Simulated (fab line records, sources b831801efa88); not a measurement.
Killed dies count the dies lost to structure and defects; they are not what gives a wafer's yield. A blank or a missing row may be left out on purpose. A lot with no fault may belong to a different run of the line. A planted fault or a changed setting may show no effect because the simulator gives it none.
fab line records ; flow sky130
[record] lots = 15; wafers = 38; last_day = 50
route steps=708 shown METAL4@601 CAP2M@607 VIA4@639 PAD_OPEN@708
lots that met no fault: taken from a fault-free run of the same line
start_h: start of the lot's first displayed wafer, in hours after the record's first day ; wait_h: hours since the lot's step before ; " same as the row above ; L1.1+2: a single row standing in for several wafers ; - value missing, or start not given ; * or withheld: withheld ; < > ~ a bound
route shown NAME@n: a module of which the file shows steps, and the number in the route of the first ; usual: the fault-free wafers' mean and standard deviation ; same: alike in all rows ; chamber/n: place in a boat ; sites: the reading at each site ; _std_site: standard deviation across them ; _edge_site: outer sites' mean less inner sites' ; radius_mm: for every site, how far away it sits from the centre of the wafer ; mask NAME#n: copy n ; behind: the last tool/chamber to shape the wafer ; hold: cause of the lot's hold/its duration in hours/its outcome ; device: the transistor (n, p or np) that didn't switch ; end of line: the same wafers' tests at the end of the route ; where a step has no rows: the recipe by itself ; killed: dies lost to structure and defects at the first sort, not the wafer's yield ; map: per-die view of a wafer (x killed, . not killed, _ where there is no die)
set.NAME: the setting that was run; set.NAME@STEP: the one run at that earlier step ; model.NAME: the simulator's own value behind a step, which no gauge read
route steps across a sampled set of lots; one table per step, one row per wafer
services: the hour from which a tool's chamber was out of use, counted from the record's first day as start_h (under 0 if before that day), plus the number of hours and why
[[steps]]
[step SKY_METAL4_SPUTTER_03]
[recipe] material = Ti; target_thk_nm = 5; power_w = 3000; time_s = 3.3; chamber_pressure_pa = 0.4
[usual] throttle_valve_pct = 30.2/1.3
lot.wafer;tool;chamber;start_h;wait_h;throttle_valve_pct
L157.3;pvd_sputter-02;-;945.45;0.0;31.3
L157.4;pvd_sputter-02;-;945.45;0.0;28.5
L157.6;pvd_sputter-02;-;945.45;0.0;30.4
L159.1;pvd_sputter-01;-;950.35;0.0;30.3
L159.2;pvd_sputter-01;-;950.35;0.0;31.7
L159.3;pvd_sputter-01;-;950.35;0.0;28.3
L158.1;pvd_sputter-03;-;952.66;0.0;32.1
L158.3;pvd_sputter-03;-;952.66;0.0;31.2
L158.5;pvd_sputter-03;-;952.66;0.0;31.5
L160.3;pvd_sputter-02;-;955.68;0.0;30.9
L160.4;pvd_sputter-02;-;955.68;0.0;31.0
L160.5;pvd_sputter-02;-;955.68;0.0;29.9
L161.6;pvd_sputter-03;-;961.21;0.0;31.6
L162.3;pvd_sputter-03;-;966.33;0.0;32.0
L162.5;pvd_sputter-03;-;966.33;0.0;29.0
L162.6;pvd_sputter-03;-;966.33;0.0;31.9
L164.2;pvd_sputter-02;-;978.37;0.0;30.9
L164.6;pvd_sputter-02;-;978.37;0.0;30.0
L163.4;pvd_sputter-02;-;984.51;0.0;29.8
L165.5;pvd_sputter-01;-;985.24;0.0;30.2
L168.1;pvd_sputter-02;-;1011.85;0.0;31.0
L168.2;pvd_sputter-02;-;1011.85;0.0;31.2
L168.3;pvd_sputter-02;-;1011.85;0.0;28.4
L169.1;pvd_sputter-02;-;1013.70;0.0;28.5
L169.3;pvd_sputter-02;-;1013.70;0.0;31.0
L169.5;pvd_sputter-02;-;1013.70;0.0;31.4
L170.3;pvd_sputter-03;-;1018.05;0.0;31.5
L170.4;pvd_sputter-03;-;1018.05;0.0;31.9
L170.6;pvd_sputter-03;-;1018.05;0.0;29.0
L173.1;pvd_sputter-02;-;1040.16;0.0;31.4
L173.3;pvd_sputter-02;-;1040.16;0.0;28.4
L173.5;pvd_sputter-02;-;1040.16;0.0;29.8
L177.2;pvd_sputter-03;-;1064.91;0.0;31.6
L177.3;pvd_sputter-03;-;1064.91;0.0;29.1
L177.4;pvd_sputter-03;-;1064.91;0.0;28.8
L178.2;pvd_sputter-03;-;1070.10;0.0;31.3
L178.5;pvd_sputter-03;-;1070.10;0.0;31.4
L178.6;pvd_sputter-03;-;1070.10;0.0;31.9
[step SKY_METAL4_SPUTTER_04]
[recipe] material = TiN; target_thk_nm = 70; power_w = 6500; time_s = 58.3; chamber_pressure_pa = 0.4
[usual] throttle_valve_pct = 30.2/1.3
lot.wafer;tool;chamber;start_h;wait_h;throttle_valve_pct
L157.3;pvd_sputter-02;-;945.47;0.0;31.2
L157.4;pvd_sputter-02;-;945.47;0.0;28.5
L157.6;pvd_sputter-02;-;945.47;0.0;30.0
L159.1;pvd_sputter-01;-;950.36;0.0;29.9
L159.2;pvd_sputter-01;-;950.36;0.0;31.7
L159.3;pvd_sputter-01;-;950.36;0.0;28.4
L158.1;pvd_sputter-03;-;952.68;0.0;31.9
L158.3;pvd_sputter-03;-;952.68;0.0;31.5
L158.5;pvd_sputter-03;-;952.68;0.0;31.6
L160.3;pvd_sputter-02;-;955.70;0.0;31.0
L160.4;pvd_sputter-02;-;955.70;0.0;31.3
L160.5;pvd_sputter-02;-;955.70;0.0;29.6
L161.6;pvd_sputter-03;-;961.24;0.0;31.2
L162.3;pvd_sputter-03;-;966.35;0.0;31.8
L162.5;pvd_sputter-03;-;966.35;0.0;28.7
L162.6;pvd_sputter-03;-;966.35;0.0;32.2
L164.2;pvd_sputter-02;-;978.39;0.0;30.8
L164.6;pvd_sputter-02;-;978.39;0.0;29.9
L163.4;pvd_sputter-02;-;984.53;0.0;30.1
L165.5;pvd_sputter-01;-;985.27;0.0;30.2
L168.1;pvd_sputter-02;-;1011.87;0.0;30.9
L168.2;pvd_sputter-02;-;1011.87;0.0;31.1
L168.3;pvd_sputter-02;-;1011.87;0.0;28.6
L169.1;pvd_sputter-02;-;1013.71;0.0;28.5
L169.3;pvd_sputter-02;-;1013.71;0.0;30.9
L169.5;pvd_sputter-02;-;1013.71;0.0;31.2
L170.3;pvd_sputter-03;-;1018.07;0.0;31.5
L170.4;pvd_sputter-03;-;1018.07;0.0;31.8
L170.6;pvd_sputter-03;-;1018.07;0.0;28.9
L173.1;pvd_sputter-02;-;1040.18;0.0;31.5
L173.3;pvd_sputter-02;-;1040.18;0.0;28.6
L173.5;pvd_sputter-02;-;1040.18;0.0;30.0
L177.2;pvd_sputter-03;-;1064.93;0.0;31.9
L177.3;pvd_sputter-03;-;1064.93;0.0;28.8
L177.4;pvd_sputter-03;-;1064.93;0.0;29.0
L178.2;pvd_sputter-03;-;1070.11;0.0;31.4
L178.5;pvd_sputter-03;-;1070.11;0.0;31.6
L178.6;pvd_sputter-03;-;1070.11;0.0;32.0
[step SKY_CAP2M_THK_MEAS_04]
[recipe] thk_meas_gauge = xrf; reads = TiN_of_CAP2M_SPUTTER_02
[usual] CAP2M_TIN_THK = 193.7/2.7
lot.wafer;tool;chamber;start_h;wait_h;CAP2M_TIN_THK[nm]
L157.3;film_metro-02;-;945.85;0.1;192.7
L157.4;film_metro-02;-;945.85;0.1;195.1
L157.6;film_metro-02;-;945.85;0.1;193.4
L159.1;film_metro-03;-;950.72;0.1;192.7
L159.2;film_metro-03;-;950.72;0.1;197.0
L159.3;film_metro-03;-;950.72;0.1;192.7
L158.1;film_metro-04;-;953.04;0.1;189.3
L158.3;film_metro-04;-;953.04;0.1;190.4
L158.5;film_metro-04;-;953.04;0.1;189.2
L160.3;film_metro-04;-;956.08;0.1;195.8
L160.4;film_metro-04;-;956.08;0.1;198.7
L160.5;film_metro-04;-;956.08;0.1;192.5
L161.6;film_metro-02;-;961.63;0.1;192.1
L162.3;film_metro-03;-;966.73;0.1;198.5
L162.5;film_metro-03;-;966.73;0.1;194.5
L162.6;film_metro-03;-;966.73;0.1;201.1
L164.2;film_metro-02;-;978.76;0.1;189.0
L164.6;film_metro-02;-;978.76;0.1;194.7
L163.4;film_metro-02;-;984.92;0.1;198.6
L165.5;film_metro-02;-;985.65;0.1;193.4
L168.1;film_metro-03;-;1012.23;0.1;191.0
L168.2;film_metro-03;-;1012.23;0.1;194.1
L168.3;film_metro-03;-;1012.23;0.1;190.3
L169.1;film_metro-03;-;1014.07;0.1;197.7
L169.3;film_metro-03;-;1014.07;0.1;195.0
L169.5;film_metro-03;-;1014.07;0.1;196.2
L170.3;film_metro-04;-;1018.45;0.1;194.0
L170.4;film_metro-04;-;1018.45;0.1;192.6
L170.6;film_metro-04;-;1018.45;0.1;191.9
L173.1;film_metro-02;-;1040.54;0.1;191.9
L173.3;film_metro-02;-;1040.54;0.1;196.0
L173.5;film_metro-02;-;1040.54;0.1;194.5
L177.2;film_metro-04;-;1065.30;0.1;192.3
L177.3;film_metro-04;-;1065.30;0.1;190.7
L177.4;film_metro-04;-;1065.30;0.1;191.3
L178.2;film_metro-03;-;1070.48;0.1;194.2
L178.5;film_metro-03;-;1070.48;0.1;193.6
L178.6;film_metro-03;-;1070.48;0.1;191.9
[step SKY_VIA4_HDPCVD_00]
[recipe] material = SiO2; target_thk_nm = 1750; sigma_open_frac = 0.3; time_s = 291.7; temp_c = 400; sih4_flow_sccm = 60; pressure_mtorr = 6
[usual] run_length_s = 319.7/0.36
lot.wafer;tool;chamber;start_h;wait_h;run_length_s
L157.3;hdpcvd-01;1;995.48;0.0;320.3
L157.4;hdpcvd-01;0;995.48;0.0;320.0
L157.6;hdpcvd-01;1;995.48;0.0;320.4
L159.1;hdpcvd-02;2;1000.52;0.0;319.2
L159.2;hdpcvd-02;0;1000.52;0.0;319.4
L159.3;hdpcvd-02;1;1000.52;0.0;319.2
L158.1;hdpcvd-02;0;1002.58;0.0;319.6
L158.3;hdpcvd-02;2;1002.58;0.0;319.7
L158.5;hdpcvd-02;1;1002.58;0.0;319.9
L160.3;hdpcvd-02;0;1005.54;0.0;320.4
L160.4;hdpcvd-02;2;1005.54;0.0;319.7
L160.5;hdpcvd-02;0;1005.54;0.0;319.4
L161.6;hdpcvd-02;0;1011.32;0.1;355.6
L162.3;hdpcvd-01;0;1016.00;0.0;320.0
L162.5;hdpcvd-01;2;1016.00;0.0;319.7
L162.6;hdpcvd-01;1;1016.00;0.0;320.1
L164.2;hdpcvd-02;0;1027.88;0.0;355.4
L164.6;hdpcvd-02;1;1027.88;0.0;319.5
L163.4;hdpcvd-02;0;1032.92;0.1;355.5
L165.5;hdpcvd-02;0;1034.50;0.1;355.1
L168.1;hdpcvd-01;2;1058.59;0.0;319.6
L168.2;hdpcvd-01;1;1058.59;0.0;320.0
L168.3;hdpcvd-01;0;1058.59;0.0;319.7
L169.1;hdpcvd-01;0;1059.74;0.0;319.8
L169.3;hdpcvd-01;2;1059.74;0.0;319.8
L169.5;hdpcvd-01;0;1059.74;0.0;320.3
L170.3;hdpcvd-01;2;1065.02;0.0;319.6
L170.4;hdpcvd-01;1;1065.02;0.0;319.9
L170.6;hdpcvd-01;2;1065.02;0.0;319.7
L173.1;hdpcvd-01;0;1085.29;0.0;319.6
L173.3;hdpcvd-01;2;1085.29;0.0;319.5
L173.5;hdpcvd-01;1;1085.29;0.0;319.9
L177.2;hdpcvd-01;1;1108.92;0.0;320.0
L177.3;hdpcvd-01;2;1108.92;0.0;320.2
L177.4;hdpcvd-01;1;1108.92;0.0;320.6
L178.2;hdpcvd-01;0;1113.40;0.0;320.1
L178.5;hdpcvd-01;1;1113.40;0.0;320.2
L178.6;hdpcvd-01;2;1113.40;0.0;319.9
[step SKY_VIA4_THK_MEAS_01]
[recipe] reads = SiO2_of_VIA4_HDPCVD_00
[usual] VIA4_HDPCVD_THK = 1751/19
lot.wafer;tool;chamber;start_h;wait_h;VIA4_HDPCVD_THK[nm]
L157.3;film_metro-04;-;995.68;0.1;1744
L157.4;film_metro-04;-;995.68;0.1;1770
L157.6;film_metro-04;-;995.68;0.1;1736
L159.1;film_metro-01;-;1000.70;0.1;1712
L159.2;film_metro-01;-;1000.70;0.1;1746
L159.3;film_metro-01;-;1000.70;0.1;1702
L158.1;film_metro-01;-;1002.76;0.1;1771
L158.3;film_metro-01;-;1002.76;0.1;1733
L158.5;film_metro-01;-;1002.76;0.1;1735
L160.3;film_metro-04;-;1005.74;0.1;1772
L160.4;film_metro-04;-;1005.74;0.1;1726
L160.5;film_metro-04;-;1005.74;0.1;1758
L161.6;film_metro-02;-;1011.46;0.1;1976
L162.3;film_metro-02;-;1016.20;0.1;1745
L162.5;film_metro-02;-;1016.20;0.1;1785
L162.6;film_metro-02;-;1016.20;0.1;1740
L164.2;film_metro-04;-;1028.06;0.1;1976
L164.6;film_metro-04;-;1028.06;0.1;1723
L163.4;film_metro-01;-;1033.04;0.0;1963
L165.5;film_metro-04;-;1034.75;0.2;1982
L168.1;film_metro-01;-;1058.77;0.1;1758
L168.2;film_metro-01;-;1058.77;0.1;1753
L168.3;film_metro-01;-;1058.77;0.1;1757
L169.1;film_metro-04;-;1059.92;0.1;1753
L169.3;film_metro-04;-;1059.92;0.1;1781
L169.5;film_metro-04;-;1059.92;0.1;1783
L170.3;film_metro-01;-;1065.22;0.1;1775
L170.4;film_metro-01;-;1065.22;0.1;1749
L170.6;film_metro-01;-;1065.22;0.1;1773
L173.1;film_metro-01;-;1085.47;0.1;1725
L173.3;film_metro-01;-;1085.47;0.1;1759
L173.5;film_metro-01;-;1085.47;0.1;1733
L177.2;film_metro-01;-;1109.11;0.1;1748
L177.3;film_metro-01;-;1109.11;0.1;1784
L177.4;film_metro-01;-;1109.11;0.1;1769
L178.2;film_metro-01;-;1113.59;0.1;1767
L178.5;film_metro-01;-;1113.59;0.1;1783
L178.6;film_metro-01;-;1113.59;0.1;1777
[step SKY_PAD_OPEN_PROBE_99]
[usual] killed_at_M0_to_M3 = 42/6.8; killed_at_M4_up = 3.4/1.8; killed_at_contacts = 25/5.7; killed_at_front_end = 16/4.8; killed_at_other = 0.2/0.39; killed_dies = 87/9.6; killed_open = 47/6.9; killed_short = 40/6.3
[same] gross_dies = 492; killed_at_back_side = 0
lot.wafer;tool;chamber;start_h;wait_h;killed_at_M0_to_M3;killed_at_M4_up;killed_at_contacts;killed_at_front_end;killed_at_other;killed_dies;killed_open;killed_short
L161.6;prober-01;-;1102.73;0.2;38;4;35;44;1;122;45;52
L163.4;prober-01;-;1122.38;0.2;48;1;16;52;0;117;45;41
L165.5;prober-01;-;1122.79;0.2;44;4;29;49;0;126;50;41
// killed by level:class
L161.6 SONOS_TUNNEL:overlay=25 LI_CONTACT:geometric_particle:open=10 CONTACT:geometric_particle:open=10 FIELD_ISO:geometric_particle:short=9 METAL2:geometric_particle:short=8 VIA1:geometric_particle:open=6 LOCAL_INTERCONNECT:geometric_particle:short=6 METAL1:geometric_particle:short=6
L163.4 SONOS_TUNNEL:overlay=31 VIA1:geometric_particle:short=9 VIA2:geometric_particle:open=7 VIA1:geometric_particle:open=7 VIA3:geometric_particle:open=7 POLY_GATE:geometric_particle:short=6 CONTACT:geometric_particle:open=6 LI_CONTACT:geometric_particle:open=5
L165.5 SONOS_TUNNEL:overlay=35 VIA1:geometric_particle:open=14 CONTACT:geometric_particle:open=11 CONTACT:geometric_particle:short=8 METAL1:geometric_particle:short=8 FIELD_ISO:geometric_particle:open=5 POLY_GATE:geometric_particle:open=4 LI_CONTACT:geometric_particle:open=4
[[services]]
tool;chamber;start_h;hours;kind
pvd_sputter-01;-;924.37;6.0;repair
pvd_sputter-02;-;931.45;1.9;repair
pvd_sputter-01;-;941.47;0.8;repair
hdpcvd-02;-;950.25;15.0;pm
hdpcvd-02;0;950.25;15.0;vent_cycle
hdpcvd-02;1;950.25;15.0;vent_cycle
hdpcvd-02;2;950.25;15.0;vent_cycle
hdpcvd-02;0;965.25;-;clean
hdpcvd-02;1;965.25;-;clean
hdpcvd-02;2;965.25;-;clean
pvd_sputter-02;-;966.21;5.3;repair
pvd_sputter-02;1;999.98;-;consumable_replace:kit
pvd_sputter-02;1;999.98;18.0;scheduled_down
pvd_sputter-02;1;999.98;18.0;vent_cycle
pvd_sputter-02;-;1003.37;0.8;repair
pvd_sputter-03;3;1004.97;-;consumable_replace:kit
pvd_sputter-03;3;1004.97;18.0;scheduled_down
pvd_sputter-03;3;1004.97;18.0;vent_cycle
pvd_sputter-03;-;1018.12;6.7;repair
hdpcvd-01;-;1023.29;14.6;pm
pvd_sputter-01;-;1025.49;2.4;repair
hdpcvd-01;-;1037.89;6.0;pm
hdpcvd-01;2;1039.75;10.8;repair
hdpcvd-01;2;1087.20;2.8;repair
[[key]]
[first_sign] step = SKY_VIA4_HDPCVD_00; reading = run_length_s; direction = up; sigmas = 99+; usual = *; struck = *
[effect] step = SKY_VIA4_THK_MEAS_01; reading = VIA4_HDPCVD_THK; direction = up; sigmas = 12; usual = 1751; struck = 1974
met_at SKY_VIA4_HDPCVD_00
struck_lots L161,L163,L164,L165
struck_wafers L161.6,L163.4,L164.2,L165.5
tester_left_out L161,L163,L165
not_acting_at SKY_METAL4_SPUTTER_03,SKY_METAL4_SPUTTER_04,SKY_CAP2M_THK_MEAS_04
onset_between 1005.54 1011.32
[earlier_fault] kind = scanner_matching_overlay; tool = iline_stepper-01; chamber = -; onset_h = 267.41; steps = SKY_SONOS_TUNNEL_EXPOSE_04; offset = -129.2
[earlier_fault] kind = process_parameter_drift; tool = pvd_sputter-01; chamber = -; onset_h = 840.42; steps = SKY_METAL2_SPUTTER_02; channel = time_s; offset = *; shape = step; acts_in = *; stated = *; scope = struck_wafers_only
[fault] kind = process_parameter_drift; tool = hdpcvd-02; chamber = 0; onset_h = 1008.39; steps = SKY_VIA4_HDPCVD_00; channel = time_s; offset = *; shape = step; acts_in = *; stated = *
// tester_left_out: of these lots the tester's yield and bins aren't shown, on N5 and GAA mostly nor the transistor test; their killed dies are dies lost to structure and defects alone, not to doping, threshold or leakage, so they don't give the yield
